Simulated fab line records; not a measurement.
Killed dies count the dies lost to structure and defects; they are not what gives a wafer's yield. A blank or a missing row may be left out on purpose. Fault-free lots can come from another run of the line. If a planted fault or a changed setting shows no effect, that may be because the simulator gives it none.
Problem report, 8D (eight disciplines) form, completed by code    flow sky130    the parts of the form that need people (team, actions taken, sign-off) are left out

== 1. THE PROBLEM ==
VIA2_W_RS at SKY_VIA2_RS_MEAS_22 reads a mean of 0.2406 ohm/sq on 6 wafers of 2 lots; wafers without a fault read 0.2734 ohm/sq with a standard deviation of 0.0024. Relative to the usual mean, that is a shift of -14 standard deviations.
The step: measures by four-point-probe.
First seen on wafer L708.2, day 39 10:55, on film_metro-03. At this step, 33 wafers from 11 lots have a number in the record. By rule, "out" or "out of limits" means more than 4 standard deviations away from the usual mean. All remaining wafers that have a number are taken as sound.

== 2. WHAT IT IS, AND WHAT IT ISN'T ==
question                     is                            is not
which readings at this step  VIA2_W_RS                     -
which lots                   L708, L709                    L700, L702, L706, L710, L716, L719, L720, L721, L722
which wafers of those lots   all that have a number        -
read on which gauges         film_metro-01, film_metro-03  film_metro-02
when                         from day 39 10:55             up to then (9 sound wafers); but 18 sound wafers of L710, L716, L719, L720, L721, L722 came after

== 3. SUSPECTS, AND WHAT RULES EACH OUT ==
Counting: any tool at a process step up to the reading is kept as a suspect provided that every lot that is out went through it and no sound lot did after the first of them.
- the gauge at SKY_VIA2_RS_MEAS_22: ruled out. The wafers that are out were read on 2 gauges (film_metro-01, film_metro-03).
- cvd_w-02 at SKY_VIA2_CVD_21 (deposits W, target thk 420 nm, time 126.4 s): ruled out as a lasting fault. Sound lots L721, L722 ran on it after its first lot that is out, L708 (day 39 10:41).
Left after counting: nothing in the record.

== 4. THE CAUSE (what the simulator had put in) ==
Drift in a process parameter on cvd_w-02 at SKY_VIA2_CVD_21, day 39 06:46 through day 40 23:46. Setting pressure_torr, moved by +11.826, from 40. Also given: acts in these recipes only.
It was ruled out by counting, in error; the rule expects a fault to strike all lots run on its tool from its start on, and this fault did not.

== 5. SEQUENCE OF EFFECTS, ordered by route ==
Each row: a reading where the mean over the struck wafers with a number is more than 3 standard deviations away from the usual. Only readings for which the record gives a usual standard deviation are gone through. hours: the time from each lot's start at the first step in this table that gives one to its start at this step, as a median over the lots. sigmas: the change in usual standard deviations.
hours  step                  reading                usual          on struck wafers  change   sigmas
0      SKY_VIA2_CVD_21       chamber_pressure_Torr  40.00 Torr     51.82             +11.82   +99 or more
0      SKY_VIA2_RS_MEAS_22   VIA2_W_RS              0.2734 ohm/sq  0.2406            -0.0328  -14
0      SKY_VIA2_THK_MEAS_23  VIA2_W_THK             425 nm         482               +57      +9.4
0      SKY_VIA2_CMP_24       time_to_endpoint_s     102 s          120               +18      +5.1
The process steps in it:
- SKY_VIA2_CVD_21: deposits W, target thk 420 nm, time 126.4 s.
- SKY_VIA2_CMP_24: polishes, stops on SiO2, t overpolish 20 s, target thk 0 nm.

== 6. HOW IT WOULD HAVE BEEN CAUGHT EARLIER ==
Counted from the fault's start at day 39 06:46, it took 4 hours until the first out-of-limits reading at a measuring or inspecting step in this record, taken at day 39 10:55.
At SKY_VIA2_CVD_21, the tool's own readings (chamber_pressure_Torr) were out on each struck wafer the step has a row for, so an alarm limit on them would have fired on the first such wafer.
